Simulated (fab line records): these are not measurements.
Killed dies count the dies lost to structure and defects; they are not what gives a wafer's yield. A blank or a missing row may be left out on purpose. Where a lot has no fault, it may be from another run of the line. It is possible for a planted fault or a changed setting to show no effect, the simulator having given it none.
fab line records + flow gf180mcu
record
- lots=5
- wafers=15
- last-day=34
route steps=602 shown PASSIVATION@591
lots with no fault: from the same line, run without faults
start-h: the number of hours between the record's first day and the start of the first shown wafer of the lot + wait-h: hours from the lot's prior step to this one + " as in the row above + L1.1+2: one row covering several wafers at once + - no value, or no start given + * or withheld: withheld + < > ~ a bound
route shown NAME@n: a module of which the file shows steps, and the number in the route of the first + usual: the fault-free wafers' mean and standard deviation + same: alike in all rows + chamber/n: place in a boat + sites: the reading at each site + _std_site: standard deviation across them + _edge_site: inner sites' mean taken away from outer sites' mean + radius-mm: for every site, how far away it sits from the centre of the wafer + mask NAME#n: copy n + behind: the most recent tool/chamber to have shaped the wafer + hold: reason for holding the lot/hours on hold/outcome of the hold + device: names the non-switching transistor (n, p or np) + end of line: tests of these same wafers at the route's end + a step without rows: its recipe alone + killed: not the wafer's yield, but the dies lost to structure and defects at the first sort + map: a wafer's dies, x killed, . not, _ none there
set.NAME: setting as actually run; set.NAME@STEP: the setting as run at that earlier step + model.NAME: the simulator's own value behind a step, which no gauge read
lots at selected steps of the route; one table per step, one row per wafer
services: from which hour (start-h, from the record's first day; less than 0 if before it) a tool's chamber was out of use, for how many hours, and why
## steps
# step GF_PASSIVATION_DEHYDRATE_04
# recipe
- temp-c=200
- time-s=60
# usual
- heater-power-total-W=160.38/0.12
| lot.wafer | tool           | chamber | start-h | wait-h | heater-power-total-W |
|-----------|----------------|---------|---------|--------|----------------------|
| L078.3    | litho-track-04 | 0       | 691.16  | 9.0    | 160.55               |
| L078.4    | "              | 0       | "       | "      | 160.41               |
| L078.6    | "              | 0       | "       | "      | 160.35               |
| L080.1    | litho-track-01 | 0       | 700.99  | 8.6    | 160.52               |
| L080.2    | "              | 0       | "       | "      | 160.60               |
| L080.6    | "              | 0       | "       | "      | 160.52               |
| L081.1    | litho-track-02 | 0       | 703.68  | 8.5    | 160.66               |
| L081.3    | "              | 0       | "       | "      | 160.37               |
| L081.4    | "              | 0       | "       | "      | 160.18               |
| L095.1    | litho-track-02 | 0       | 796.78  | 6.5    | 160.28               |
| L095.2    | "              | 0       | "       | "      | 160.52               |
| L095.4    | "              | 0       | "       | "      | 160.41               |
| L097.1    | litho-track-01 | 0       | 809.39  | 6.1    | 160.35               |
| L097.2    | "              | 0       | "       | "      | 160.26               |
| L097.5    | "              | 0       | "       | "      | 160.36               |
# step GF_PASSIVATION_HMDS_05
# recipe
- prime-time-s=60
- prime-temp-c=120
| lot.wafer  | tool           | chamber | start-h | wait-h |
|------------|----------------|---------|---------|--------|
| L078.3+4+6 | litho-track-04 | 0       | 691.31  | 0.1    |
| L080.1+2+6 | litho-track-01 | 0       | 701.14  | 0.1    |
| L081.1+3+4 | litho-track-02 | 0       | 703.83  | 0.1    |
| L095.1+2+4 | litho-track-02 | 0       | 796.93  | 0.1    |
| L097.1+2+5 | litho-track-01 | 0       | 809.54  | 0.1    |
# step GF_PASSIVATION_COAT_06
# recipe
- spin-rpm=2000
- resist-thk-nm=4000
| lot.wafer  | tool           | chamber | start-h | wait-h |
|------------|----------------|---------|---------|--------|
| L078.3+4+6 | litho-track-04 | 0       | 691.46  | 0.1    |
| L080.1+2+6 | litho-track-01 | 0       | 701.29  | 0.1    |
| L081.1+3+4 | litho-track-02 | 0       | 703.98  | 0.1    |
| L095.1+2+4 | litho-track-02 | 0       | 797.08  | 0.1    |
| L097.1+2+5 | litho-track-01 | 0       | 809.69  | 0.1    |
# step GF_PASSIVATION_SOFTBAKE_07
# recipe
- temp-c=110
- time-s=withheld
# usual
- heater-power-total-W=65.33/0.14
| lot.wafer | tool           | chamber | start-h | wait-h | heater-power-total-W |
|-----------|----------------|---------|---------|--------|----------------------|
| L078.3    | litho-track-04 | 0       | 691.63  | 0.1    | 65.49                |
| L078.4    | "              | 0       | "       | "      | 65.41                |
| L078.6    | "              | 0       | "       | "      | 65.40                |
| L080.1    | litho-track-01 | 0       | 701.44  | 0.1    | 65.38                |
| L080.2    | "              | 0       | "       | "      | 65.18                |
| L080.6    | "              | 0       | "       | "      | 65.45                |
| L081.1    | litho-track-02 | 0       | 704.13  | 0.1    | 65.24                |
| L081.3    | "              | 0       | "       | "      | 65.50                |
| L081.4    | "              | 0       | "       | "      | 65.33                |
| L095.1    | litho-track-02 | 0       | 797.23  | 0.1    | 65.04                |
| L095.2    | "              | 0       | "       | "      | 65.47                |
| L095.4    | "              | 0       | "       | "      | 65.20                |
| L097.1    | litho-track-01 | 0       | 809.84  | 0.1    | 65.42                |
| L097.2    | "              | 0       | "       | "      | 65.33                |
| L097.5    | "              | 0       | "       | "      | 65.17                |
# step GF_PASSIVATION_EXPOSE_08
# recipe
- mask-id=Pad
- target-cd-nm=40000
- na=0.57
- dose-mj=310
| lot.wafer  | tool             | chamber | start-h | wait-h | mask  |
|------------|------------------|---------|---------|--------|-------|
| L078.3+4+6 | iline-stepper-02 | 0       | -       | -      | Pad#0 |
| L080.1+2+6 | iline-stepper-02 | 0       | -       | -      | Pad#0 |
| L081.1+3+4 | iline-stepper-01 | 0       | -       | -      | Pad#0 |
| L095.1+2+4 | iline-stepper-02 | 0       | -       | -      | Pad#0 |
| L097.1+2+5 | iline-stepper-01 | 0       | -       | -      | Pad#0 |
# step GF_PASSIVATION_PEB_09
# recipe
- temp-c=115
- time-s=withheld
# usual
- heater-power-total-W=69.33/0.14
| lot.wafer | tool           | chamber | start-h | wait-h | heater-power-total-W |
|-----------|----------------|---------|---------|--------|----------------------|
| L078.3    | litho-track-02 | 0       | -       | -      | 69.20                |
| L078.4    | "              | 0       | "       | "      | 69.50                |
| L078.6    | "              | 0       | "       | "      | 69.28                |
| L080.1    | litho-track-01 | 0       | -       | -      | 69.25                |
| L080.2    | "              | 0       | "       | "      | 69.39                |
| L080.6    | "              | 0       | "       | "      | 69.53                |
| L081.1    | litho-track-02 | 0       | -       | -      | 69.47                |
| L081.3    | "              | 0       | "       | "      | 69.42                |
| L081.4    | "              | 0       | "       | "      | 69.16                |
| L095.1    | litho-track-04 | 0       | -       | -      | 69.21                |
| L095.2    | "              | 0       | "       | "      | 69.16                |
| L095.4    | "              | 0       | "       | "      | 69.09                |
| L097.1    | litho-track-02 | 0       | -       | -      | 69.19                |
| L097.2    | "              | 0       | "       | "      | 69.23                |
| L097.5    | "              | 0       | "       | "      | 69.56                |
# step GF_PASSIVATION_DEVELOP_10
# recipe
- develop-time-s=60
- dev-temp-c=23
| lot.wafer  | tool           | chamber | start-h | wait-h |
|------------|----------------|---------|---------|--------|
| L078.3+4+6 | litho-track-02 | 0       | -       | -      |
| L080.1+2+6 | litho-track-01 | 0       | -       | -      |
| L081.1+3+4 | litho-track-02 | 0       | -       | -      |
| L095.1+2+4 | litho-track-04 | 0       | -       | -      |
| L097.1+2+5 | litho-track-02 | 0       | -       | -      |
# step GF_PASSIVATION_ETCH_11
# recipe
- chemistry=CF4/O2
- target-depth-nm=2040
- stop-on=TiN
- source-w=800
- bias-w=150
- pressure-mtorr=150
- cf4-flow-sccm=80
- O2_flow_sccm=10
- time-s=453.3
# usual
- bias-w=150.0/0.46
- cf4-flow-sccm=79.98/0.25
- drypump-motor-current-A=5.7/0.43
- oes-product-au=0.990/0.0067
- rf-fwd-power-W=798.9/2.6
- throttle-valve-pct=5.966/0.0097
| lot.wafer | tool        | chamber | start-h | wait-h | bias-w | cf4-flow-sccm | drypump-motor-current-A | oes-product-au | rf-fwd-power-W | rf-hours-counter-h | throttle-valve-pct |
|-----------|-------------|---------|---------|--------|--------|---------------|-------------------------|----------------|----------------|--------------------|--------------------|
| L078.3    | rie-diel-04 | 0       | 700.83  | -      | 150.1  | 80.25         | 5.8                     | 0.982          | 801.5          | 6                  | 5.981              |
| L078.4    | "           | 3       | "       | "      | 150.8  | 79.75         | 5.0                     | 0.985          | 799.7          | 14                 | 5.958              |
| L078.6    | "           | 0       | "       | "      | 150.2  | 80.23         | 5.8                     | 0.988          | 795.6          | -                  | 5.954              |
| L080.1    | rie-diel-04 | 3       | 710.49  | -      | 150.2  | 80.34         | 4.9                     | 0.986          | 797.6          | 15                 | 5.959              |
| L080.2    | "           | 1       | "       | "      | 150.0  | 79.58         | 5.9                     | 0.995          | 799.2          | 2                  | 5.969              |
| L080.6    | "           | 2       | "       | "      | 149.5  | 80.42         | 5.5                     | 0.975          | 800.6          | -                  | 5.961              |
| L081.1    | rie-diel-02 | 3       | 712.28  | -      | 149.7  | 80.46         | 5.9                     | 0.989          | 796.4          | 11                 | 5.980              |
| L081.3    | "           | 0       | "       | "      | 150.0  | 80.15         | 5.9                     | 0.993          | 798.2          | 3                  | 5.954              |
| L081.4    | "           | 0       | "       | "      | 150.2  | 80.04         | 6.0                     | 1.001          | 797.2          | -                  | 5.975              |
| L095.1    | rie-diel-04 | 2       | 805.16  | -      | 150.7  | 79.67         | 5.5                     | 0.982          | 795.0          | 14                 | 5.973              |
| L095.2    | "           | 1       | "       | "      | 150.4  | 79.79         | 5.9                     | 0.991          | 795.2          | 6                  | 5.972              |
| L095.4    | "           | 3       | "       | "      | 149.2  | 79.51         | 4.9                     | 0.984          | 800.4          | 18                 | 5.953              |
| L097.1    | rie-diel-04 | 0       | 817.63  | -      | 150.2  | 79.75         | 5.7                     | 0.985          | 796.3          | 11                 | 5.968              |
| L097.2    | "           | 3       | "       | "      | 150.3  | 79.96         | 4.9                     | 0.992          | 800.3          | 19                 | 5.972              |
| L097.5    | "           | 3       | "       | "      | 149.8  | 79.94         | 4.9                     | 0.993          | 796.2          | -                  | 5.976              |
# step GF_PASSIVATION_STRIP_12
# recipe
- chemistry=O2/N2
- power-w=1400
- pressure-mtorr=1500
- platen-temp-c=250
- o2-flow-sccm=3000
- n2-flow-sccm=300
- overash-fraction=0.5
# usual
- drypump-motor-current-A=6.2/0.44
- heater-power-w=336/19
- n2-flow-sccm=300.0/0.87
- oes-product-au=0.719/0.0044
- strip-time-to-endpoint-s=32.83/0.26
| lot.wafer | tool            | chamber | start-h | wait-h | drypump-motor-current-A | heater-power-w | n2-flow-sccm | oes-product-au | rf-hours-counter-h | strip-time-to-endpoint-s |
|-----------|-----------------|---------|---------|--------|-------------------------|----------------|--------------|----------------|--------------------|--------------------------|
| L078.3    | plasma-asher-04 | 1       | 701.14  | 0.2    | 6.2                     | 355            | 301.1        | 0.719          | -                  | 32.98                    |
| L078.4    | "               | 0       | "       | "      | 5.5                     | 339            | 299.6        | 0.714          | -                  | 33.07                    |
| L078.6    | "               | 1       | "       | "      | 6.2                     | 367            | 300.4        | 0.714          | -                  | 33.07                    |
| L080.1    | plasma-asher-02 | 1       | 710.76  | 0.1    | 6.3                     | 356            | 300.6        | 0.713          | 60                 | 32.91                    |
| L080.2    | "               | 0       | "       | "      | 6.7                     | 321            | 298.3        | 0.718          | 60                 | 32.64                    |
| L080.6    | "               | 0       | "       | "      | 6.7                     | 319            | 299.6        | 0.713          | -                  | 32.94                    |
| L081.1    | plasma-asher-01 | 0       | 712.55  | 0.1    | 6.3                     | 328            | 301.5        | 0.722          | 29                 | 32.93                    |
| L081.3    | "               | 0       | "       | "      | 6.4                     | 321            | 300.2        | 0.718          | -                  | 32.54                    |
| L081.4    | "               | 1       | "       | "      | 5.6                     | 312            | 299.3        | 0.719          | -                  | 32.62                    |
| L095.1    | plasma-asher-02 | 0       | 805.43  | 0.1    | 6.7                     | 309            | 302.7        | 0.721          | 72                 | 33.35                    |
| L095.2    | "               | 1       | "       | "      | 6.3                     | 355            | 299.8        | 0.721          | 72                 | 32.18                    |
| L095.4    | "               | 1       | "       | "      | 6.3                     | 352            | 300.9        | 0.716          | -                  | 32.96                    |
| L097.1    | plasma-asher-01 | 0       | 817.90  | 0.1    | 6.3                     | 327            | 299.7        | 0.717          | 41                 | 33.02                    |
| L097.2    | "               | 1       | "       | "      | 5.6                     | 319            | 298.6        | 0.716          | 41                 | 32.92                    |
| L097.5    | "               | 0       | "       | "      | 6.3                     | 329            | 299.8        | 0.721          | -                  | 32.77                    |
# step GF_PASSIVATION_ANNEAL_13
# recipe
- temp-c=400
- time-s=1800
- ambient=N2/H2
- idle-temp-c=300
- ramp-up-c-per-min=10
- ramp-down-c-per-min=3
# usual
- ramp-up-c-per-min=9.9999/0.0019
- tube-center-temp-C=400/0.039
| lot.wafer | tool       | chamber | start-h | wait-h | ramp-up-c-per-min | tube-center-temp-C |
|-----------|------------|---------|---------|--------|-------------------|--------------------|
| L078.3    | furnace-02 | 0       | 701.20  | 0.0    | 9.9996            | 400.03             |
| L078.4    | "          | 0       | "       | "      | 9.9981            | 400.01             |
| L078.6    | "          | 0       | "       | "      | 9.9982            | 400.01             |
| L080.1    | furnace-02 | 0       | 710.86  | 0.1    | 10.000            | 399.95             |
| L080.2    | "          | 0       | "       | "      | 10.002            | 399.99             |
| L080.6    | "          | 0       | "       | "      | 10.002            | 399.99             |
| L081.1    | furnace-01 | 0       | 712.65  | 0.1    | 9.9956            | 400.1              |
| L081.3    | "          | 0       | "       | "      | 10.000            | 400.05             |
| L081.4    | "          | 0       | "       | "      | 10.001            | 400                |
| L095.1    | furnace-01 | 0       | 805.53  | 0.1    | 10.001            | 399.99             |
| L095.2    | "          | 0       | "       | "      | 10.000            | 400                |
| L095.4    | "          | 0       | "       | "      | 9.9989            | 400.01             |
| L097.1    | furnace-01 | 0       | 818.00  | 0.1    | 9.9974            | 400                |
| L097.2    | "          | 0       | "       | "      | 10.002            | 399.97             |
| L097.5    | "          | 0       | "       | "      | 10.003            | 400.04             |
# step GF_PASSIVATION_BOW_MEAS_14
# recipe
- mode=bow
# usual
- PASSIVATION_BOW=134/11
| lot.wafer | tool          | chamber | start-h | wait-h | PASSIVATION_BOW[um] |
|-----------|---------------|---------|---------|--------|---------------------|
| L078.3    | film-metro-01 | -       | 702.74  | 0.0    | 146                 |
| L078.4    | "             | -       | "       | "      | 136                 |
| L078.6    | "             | -       | "       | "      | 135                 |
| L080.1    | film-metro-04 | -       | 712.36  | 0.0    | 124                 |
| L080.2    | "             | -       | "       | "      | 121                 |
| L080.6    | "             | -       | "       | "      | 105                 |
| L081.1    | film-metro-01 | -       | 714.15  | 0.0    | 139                 |
| L081.3    | "             | -       | "       | "      | 135                 |
| L081.4    | "             | -       | "       | "      | 130                 |
| L095.1    | film-metro-01 | -       | 807.03  | 0.0    | 133                 |
| L095.2    | "             | -       | "       | "      | 130                 |
| L095.4    | "             | -       | "       | "      | 128                 |
| L097.1    | film-metro-01 | -       | 819.50  | 0.0    | 118                 |
| L097.2    | "             | -       | "       | "      | 112                 |
| L097.5    | "             | -       | "       | "      | 106                 |
## services
| tool             | chamber | start-h | hours | kind           |
|------------------|---------|---------|-------|----------------|
| iline-stepper-01 | -       | 668.96  | 1.7   | pm             |
| iline-stepper-01 | -       | 691.02  | 1.5   | repair         |
| rie-diel-02      | 1       | 696.70  | -     | clean          |
| rie-diel-02      | 1       | 696.70  | 15.9  | scheduled-down |
| rie-diel-02      | 1       | 696.70  | 15.9  | vent-cycle     |
| furnace-02       | -       | 706.83  | 3.7   | pm             |
| iline-stepper-01 | -       | 724.22  | 4.4   | pm             |
| plasma-asher-04  | -       | 733.75  | 9.0   | pm             |
| plasma-asher-04  | 0       | 733.75  | 9.0   | vent-cycle     |
| plasma-asher-04  | 1       | 733.75  | 9.0   | vent-cycle     |
| rie-diel-04      | 2       | 736.96  | 8.6   | repair         |
| plasma-asher-04  | 0       | 742.75  | -     | clean          |
| plasma-asher-04  | 1       | 742.75  | -     | clean          |
| rie-diel-04      | -       | 745.79  | 0.8   | repair         |
| rie-diel-04      | -       | 753.43  | 4.0   | pm             |
| rie-diel-02      | 3       | 763.45  | 4.9   | repair         |
| plasma-asher-04  | -       | 772.31  | 2.0   | repair         |
| rie-diel-02      | 1       | 775.73  | 10.0  | repair         |
| iline-stepper-02 | -       | 786.24  | 1.7   | pm             |
| iline-stepper-02 | 0       | 791.82  | -     | calibration    |
| furnace-01       | -       | 800.78  | 3.4   | pm             |
| iline-stepper-01 | 0       | 805.38  | -     | calibration    |
## key
fault none
